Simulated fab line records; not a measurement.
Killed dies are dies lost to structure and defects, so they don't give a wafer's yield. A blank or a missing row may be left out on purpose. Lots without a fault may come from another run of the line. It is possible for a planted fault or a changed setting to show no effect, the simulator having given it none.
Matching of chambers	flow gf180mcu	rie-diel-01 running GF_V2_ETCH_16: 4 sister chambers
The step etches BARC in N2/H2. 7 wafers are shown with their chamber, then 6 later ones without.

## WAFERS WITH THEIR CHAMBER
wafer	chamber	drypump-motor-current-A (A)	throttle-valve-pct (%)
L536.1	2	5.3	13.223
L537.2	3	6.5	13.221
L537.5	0	6.2	13.243
L537.6	1	6.2	13.208
L539.4	3	6.4	13.232
L539.5	1	6.3	13.233
L539.6	2	5.4	13.236

## WAFERS MISSING THEIR CHAMBER
wafer	drypump-motor-current-A (A)	throttle-valve-pct (%)
L542.2	5.3	13.229
L542.3	6.5	13.234
L542.6	5.3	13.215
L543.3	6.3	13.224
L543.5	5.4	13.222
L543.6	6.5	13.236

## EACH ONE'S CHAMBER
wafer	from the rows above	in truth
L542.2	2	2
L542.3	3	3
L542.6	2	2
L543.3	can't be placed: 1 or 0 or 3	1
L543.5	2	2
L543.6	3	3
5 of 6 placed correctly. These rows do not allow placing 1 (true chamber among the candidates in 1). Placed wrongly: 0.
How it was worked out, from the rows above alone: a wafer's distance from a chamber is the root of the sum, over the readings, of the square of ((its reading less the chamber's mean) divided by the reading's scatter). The wafer belongs to the nearest chamber; if the next one is less than 2 further off, it can't be placed. A chamber's mean is the mean of its shown wafers. How the scatter is found: for the shown wafers, subtract from each reading the mean of its chamber, square and add these, divide the total by (wafers less chambers), then take the root.
